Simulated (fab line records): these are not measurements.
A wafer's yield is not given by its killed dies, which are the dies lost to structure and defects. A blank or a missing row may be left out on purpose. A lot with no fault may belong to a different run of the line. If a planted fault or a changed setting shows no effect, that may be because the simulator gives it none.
Problem report, 8D (eight disciplines) form, completed by code -- flow sky130 -- the parts of the form that need people (team, actions taken, sign-off) are left out

1. PROBLEM STATEMENT
Wafers without a fault read 0.865 a.u., standard deviation 0.0066; oesProductAu at SKY_METAL4_METAL_ETCH_18 reads a mean of 0.804 a.u. on 4 wafers belonging to 2 lots. That puts it -9.3 standard deviations away from the usual mean.
The step: etches the open film in Cl2/BCl3, stops on SiO2, target depth 845 nm, time 183.1 s.
First seen on wafer L189.4, day 45 00:22, on rieMetal-02. At this step, 30 wafers from 10 lots have a number in the record. Rule for "out" (also "out of limits"): further than 4 standard deviations from the usual mean. The other wafers with a number count as sound.

2. WHAT IT IS, WHAT IT ISN'T
question,is,is not
which readings at this step,oesProductAu,"drypumpMotorCurrentA, throttleValvePct"
which lots,"L189, L190","L178, L179, L180, L183, L192, L193, L195, L200"
which wafers of those lots,"L189.4, L189.5, L190.1, L190.4","L189.3, L190.2"
read on which tools,rieMetal-02,"rieMetal-01, rieMetal-04"
when,from day 45 00:22,"up to then (13 sound wafers); but 13 sound wafers of L190, L192, L193, L195, L200 came after"

3. THE SUSPECTS, EACH WITH WHAT RULES IT OUT
Counting: if a tool at a process step up to the reading ran every lot that is out, it stays a suspect. Sound lots after the first of them don't rule it out here, since some wafers of a struck lot are sound.
- rieMetal-02 at SKY_METAL4_METAL_ETCH_18 (etches the open film in Cl2/BCl3, stops on SiO2, target depth 845 nm, time 183.1 s): kept. Ran every lot that is out, first one L189 (day 45 00:22); last sound lot up to then L183 (day 43 07:47). Its own oesProductAu readings are out on those wafers.
- At SKY_METAL4_METAL_ETCH_18 on rieMetal-02, chamber 1 took the sound wafers of the same lots and chamber 0 took the wafers that are out.
After counting, what remains is rieMetal-02 at SKY_METAL4_METAL_ETCH_18.

4. THE CAUSE (what the simulator had put in)
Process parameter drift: rieMetal-02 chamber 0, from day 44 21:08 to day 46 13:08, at SKY_METAL4_METAL_ETCH_18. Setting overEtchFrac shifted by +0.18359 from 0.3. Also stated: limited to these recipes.
The count eliminated every tool but this one.

5. SEQUENCE OF EFFECTS, ordered by route
Rows list readings where the struck wafers' mean (over those with a number) sits beyond 3 standard deviations from the usual. Readings are gone through only where the record gives a usual standard deviation; hours: the median, over the lots, of the time from a lot's start at the first step in this table giving one to that lot's start at this step; sigmas: the change measured in usual standard deviations.
hours,step,reading,usual,on struck wafers,change,sigmas
0,SKY_METAL4_METAL_ETCH_18,oesProductAu,0.865 a.u.,0.804,-0.061,-9.3
0,SKY_METAL4_STRIP_19,oesProductAu,0.501 a.u.,0.469,-0.032,-6.0
0,SKY_METAL4_STRIP_19,stripTimeToEndpointS,6.50 s,5.70,-0.80,-11
Here are the process steps it includes:
- SKY_METAL4_METAL_ETCH_18: etches the open film in Cl2/BCl3, stops on SiO2, target depth 845 nm, time 183.1 s.
- SKY_METAL4_STRIP_19: strips in O2/N2.
Later steps that measure or inspect, where all struck wafers having a row at the step show a number for every such reading and not one has moved that far: SKY_VIA4_RS_MEAS_19.

6. HOW IT WOULD HAVE BEEN CAUGHT EARLIER
3 hours passed between the start of the fault at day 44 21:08 and the first reading out of limits in this record, taken at day 45 00:22.
